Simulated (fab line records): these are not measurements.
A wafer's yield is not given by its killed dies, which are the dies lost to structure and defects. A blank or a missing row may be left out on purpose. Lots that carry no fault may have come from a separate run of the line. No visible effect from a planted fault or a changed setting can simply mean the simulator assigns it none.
Which tool was responsible? -- flow gf180mcu -- 24 lots, 72 wafers sampled, at 5 steps of a route of 602

WHAT EACH GAUGE READ, for each wafer
GF_M1_CD_MEAS_14: the cd target is 230 nm.
lot,measured,on,cd_nm (nm)
L074,day 17 06:58,cd_sem-02,228.4 229.2 229.5
L075,day 17 11:02,cd_sem-02,228.2 229.3 229.2
L076,day 17 22:02,cd_sem-02,230.9 229.5 229.9
L077,day 18 05:58,cd_sem-01,232.4 233.1 233.6
L078,day 18 15:04,cd_sem-01,230.2 230.6 231.8
L079,day 18 19:01,cd_sem-02,231.3 230.5 230.6
L080,day 19 09:52,cd_sem-02,230.9 230.1 231.4
L081,day 19 18:54,cd_sem-01,228.8 230.1 230.2
L082,day 20 06:05,cd_sem-02,230.4 229.8 229.6
L083,day 20 10:31,cd_sem-02,229.2 228.9 229.0
L084,day 21 05:41,cd_sem-01,229.9 229.8 231.0
L085,day 21 11:25,cd_sem-02,230.1 229.8 229.9
L086,day 21 21:41,cd_sem-02,230.6 230.1 230.6
L087,day 22 03:48,cd_sem-01,231.1 231.7 232.9
L088,day 22 17:52,cd_sem-02,229.6 230.5 231.0
L089,day 23 00:59,cd_sem-02,231.0 231.1 230.0
L090,day 23 06:14,cd_sem-02,229.4 229.7 228.9
L091,day 23 09:20,cd_sem-02,229.4 231.5 231.2
L092,day 23 18:09,cd_sem-02,228.7 228.6 230.1
L093,day 23 22:38,cd_sem-02,230.7 229.7 231.1
L094,day 24 06:18,cd_sem-01,230.5 229.5 229.6
L095,day 24 15:12,cd_sem-01,229.3 229.9 228.1
L096,day 24 20:55,cd_sem-02,229.2 229.6 230.1
L097,day 25 07:09,cd_sem-02,229.2 229.8 229.7

GF_V2_CD_MEAS_14: the cd target is 260 nm.
lot,measured,on,cd_nm (nm)
L074,day 20 11:14,cd_sem-02,261.5 260.2 261.8
L075,day 20 16:51,cd_sem-01,258.4 258.8 258.3
L076,day 21 03:48,cd_sem-01,259.9 259.5 259.8
L077,day 21 11:02,cd_sem-02,258.6 257.8 258.5
L078,day 21 19:31,cd_sem-02,259.6 260.7 260.6
L079,day 21 23:21,cd_sem-01,259.4 260.2 259.4
L080,day 22 16:55,cd_sem-01,256.6 257.2 257.5
L081,day 22 23:14,cd_sem-01,257.4 257.3 256.5
L082,day 23 10:08,cd_sem-02,260.2 258.8 260.5
L083,day 23 12:55,cd_sem-01,258.9 260.0 259.3
L084,day 24 07:26,cd_sem-01,258.5 259.1 258.9
L085,day 24 11:58,cd_sem-01,259.2 257.5 259.2
L086,day 24 21:17,cd_sem-02,260.0 260.5 260.8
L087,day 25 03:37,cd_sem-01,262.5 261.9 261.2
L088,day 25 15:34,cd_sem-02,261.9 261.4 260.8
L089,day 25 23:41,cd_sem-02,264.4 263.1 262.7
L090,day 26 04:30,cd_sem-01,258.2 259.7 259.4
L091,day 26 06:48,cd_sem-01,260.5 261.4 260.0
L092,day 26 15:27,cd_sem-01,260.8 260.7 260.1
L093,day 26 19:47,cd_sem-01,258.0 257.0 257.0
L094,day 27 01:14,cd_sem-01,259.8 260.4 259.7
L095,day 27 10:11,cd_sem-02,260.8 260.4 261.0
L096,day 27 16:07,cd_sem-01,260.8 260.9 259.1
L097,day 28 01:19,cd_sem-02,260.4 258.6 259.0

TOOL THAT RAN EACH LOT (tool first, then ch and the chambers of the sampled wafers, then the start)
lot,GF_SALICIDE_SPUTTER_02,GF_CONTACT_CVD_24,GF_M2_SPUTTER_02
L074,"pvd_sputter-02, day 15 08:07","cvd_w-01 ch 0,1, day 16 08:06","pvd_sputter-02, day 18 09:53"
L075,"pvd_sputter-02, day 15 13:41","cvd_w-01 ch 0,1, day 16 12:20","pvd_sputter-04, day 18 13:47"
L076,"pvd_sputter-02, day 15 23:22","cvd_w-02 ch 0,1, day 16 22:15","pvd_sputter-04, day 19 01:25"
L077,"pvd_sputter-03, day 16 06:56","cvd_w-01 ch 0,1, day 17 06:12","pvd_sputter-04, day 19 09:07"
L078,"pvd_sputter-04, day 16 13:43","cvd_w-01 ch 0,1, day 17 14:26","pvd_sputter-02, day 19 18:36"
L079,"pvd_sputter-02, day 16 17:51","cvd_w-01 ch 0,1, day 17 18:05","pvd_sputter-02, day 19 22:31"
L080,"pvd_sputter-04, day 17 08:08","cvd_w-02 ch 0,1, day 18 09:23","pvd_sputter-04, day 20 13:13"
L081,"pvd_sputter-04, day 17 16:15","cvd_w-01 ch 0,1, day 18 17:27","pvd_sputter-02, day 20 22:38"
L082,"pvd_sputter-04, day 18 02:35","cvd_w-01 ch 0,1, day 19 04:50","pvd_sputter-04, day 21 09:31"
L083,"pvd_sputter-04, day 18 08:11","cvd_w-02 ch 0,1, day 19 09:10","pvd_sputter-04, day 21 13:22"
L084,"pvd_sputter-03, day 19 01:54","cvd_w-01 ch 0,1, day 20 04:32","pvd_sputter-03, day 22 08:41"
L085,"pvd_sputter-02, day 19 08:32","cvd_w-01 ch 0, day 20 11:07","pvd_sputter-04, day 22 13:26"
L086,"pvd_sputter-04, day 19 19:02","cvd_w-02 ch 0,1, day 20 21:02","pvd_sputter-04, day 22 23:47"
L087,"pvd_sputter-03, day 20 01:16","cvd_w-01 ch 0,1, day 21 03:38","pvd_sputter-02, day 23 06:23"
L088,"pvd_sputter-04, day 20 14:07","cvd_w-01 ch 0, day 21 16:20","pvd_sputter-03, day 23 19:04"
L089,"pvd_sputter-03, day 20 23:32","cvd_w-01 ch 0,1, day 22 00:41","pvd_sputter-04, day 24 02:05"
L090,"pvd_sputter-02, day 21 05:00","cvd_w-01 ch 0,1, day 22 06:09","pvd_sputter-02, day 24 08:01"
L091,"pvd_sputter-02, day 21 08:31","cvd_w-02 ch 0,1, day 22 09:45","pvd_sputter-04, day 24 10:41"
L092,"pvd_sputter-02, day 21 16:16","cvd_w-02 ch 0,1, day 22 19:01","pvd_sputter-02, day 24 19:13"
L093,"pvd_sputter-02, day 21 22:18","cvd_w-01 ch 0,1, day 22 23:48","pvd_sputter-03, day 24 23:58"
L094,"pvd_sputter-03, day 22 05:44","cvd_w-01 ch 0,1, day 23 07:01","pvd_sputter-03, day 25 06:55"
L095,"pvd_sputter-04, day 22 15:32","cvd_w-01 ch 1, day 23 16:20","pvd_sputter-04, day 25 15:20"
L096,"pvd_sputter-03, day 22 21:39","cvd_w-02 ch 0,1, day 23 22:07","pvd_sputter-04, day 25 21:17"
L097,"pvd_sputter-04, day 23 08:07","cvd_w-02 ch 0,1, day 24 08:19","pvd_sputter-04, day 26 07:05"
- GF_SALICIDE_SPUTTER_02: material Co, target thk 10 nm, time 20 s.
- GF_CONTACT_CVD_24: deposits W, target thk 300 nm, time 90.339 s.
- GF_M2_SPUTTER_02: material AlCu, target thk 450 nm, time 23.9 s.

WHAT THE TOOLS THEMSELVES READ (means of the sampled wafers that have a number; where no wafer has one, the mark that the record gives instead)
GF_SALICIDE_SPUTTER_02.
lot,tool,throttle_valve_pct (%)
L074,pvd_sputter-02,30.0
L075,pvd_sputter-02,30.2
L076,pvd_sputter-02,30.2
L077,pvd_sputter-03,28.4
L078,pvd_sputter-04,28.5
L079,pvd_sputter-02,30.1
L080,pvd_sputter-04,28.5
L081,pvd_sputter-04,28.2
L082,pvd_sputter-04,28.4
L083,pvd_sputter-04,28.5
L084,pvd_sputter-03,28.5
L085,pvd_sputter-02,30.1
L086,pvd_sputter-04,28.5
L087,pvd_sputter-03,29.4
L088,pvd_sputter-04,28.3
L089,pvd_sputter-03,29.1
L090,pvd_sputter-02,30.0
L091,pvd_sputter-02,30.6
L092,pvd_sputter-02,30.2
L093,pvd_sputter-02,29.5
L094,pvd_sputter-03,28.3
L095,pvd_sputter-04,28.5
L096,pvd_sputter-03,30.2
L097,pvd_sputter-04,28.5

GF_CONTACT_CVD_24.
lot,tool,heater_power_w (W)
L074,cvd_w-01,942
L075,cvd_w-01,906
L076,cvd_w-02,907
L077,cvd_w-01,912
L078,cvd_w-01,821
L079,cvd_w-01,840
L080,cvd_w-02,816
L081,cvd_w-01,919
L082,cvd_w-01,831
L083,cvd_w-02,822
L084,cvd_w-01,831
L085,cvd_w-01,750
L086,cvd_w-02,827
L087,cvd_w-01,838
L088,cvd_w-01,756
L089,cvd_w-01,841
L090,cvd_w-01,945
L091,cvd_w-02,813
L092,cvd_w-02,862
L093,cvd_w-01,957
L094,cvd_w-01,852
L095,cvd_w-01,1039
L096,cvd_w-02,848
L097,cvd_w-02,819

GF_M2_SPUTTER_02.
lot,tool,throttle_valve_pct (%)
L074,pvd_sputter-02,29.9
L075,pvd_sputter-04,28.6
L076,pvd_sputter-04,28.3
L077,pvd_sputter-04,28.1
L078,pvd_sputter-02,30.6
L079,pvd_sputter-02,30.0
L080,pvd_sputter-04,28.5
L081,pvd_sputter-02,30.2
L082,pvd_sputter-04,28.4
L083,pvd_sputter-04,28.2
L084,pvd_sputter-03,29.4
L085,pvd_sputter-04,28.6
L086,pvd_sputter-04,28.5
L087,pvd_sputter-02,29.7
L088,pvd_sputter-03,29.0
L089,pvd_sputter-04,28.6
L090,pvd_sputter-02,29.9
L091,pvd_sputter-04,28.6
L092,pvd_sputter-02,29.5
L093,pvd_sputter-03,27.8
L094,pvd_sputter-03,29.5
L095,pvd_sputter-04,28.4
L096,pvd_sputter-04,28.8
L097,pvd_sputter-04,28.4

THE ANSWER, worked out from the rows above alone
Rule: what is usual is taken from the lots themselves. Put in order of their means at a reading, lots are off if they are a third of the lots or fewer, leave a main group of 4 or more, and stand apart from it by a gap of 3 or more times the standard deviation of the main group's means; of several such gaps the widest counts. A main group whose means are all the same, to the digits that the tables above print for the reading, isn't used. A lot without any number at a reading at which 4 lots or more have one is off too. Any other lot the step has rows for is counted as sound. Order of review: gauges by route order, followed by the tools' own readings, for which a lot's mean as printed above is used. At the first step where some lot is off, the reading lying furthest off is the one used; lots without a number count as furthest.
No lot is off on any of the readings shown, so nothing can be concluded from this.

WHAT WAS PUT IN BY THE SIMULATOR
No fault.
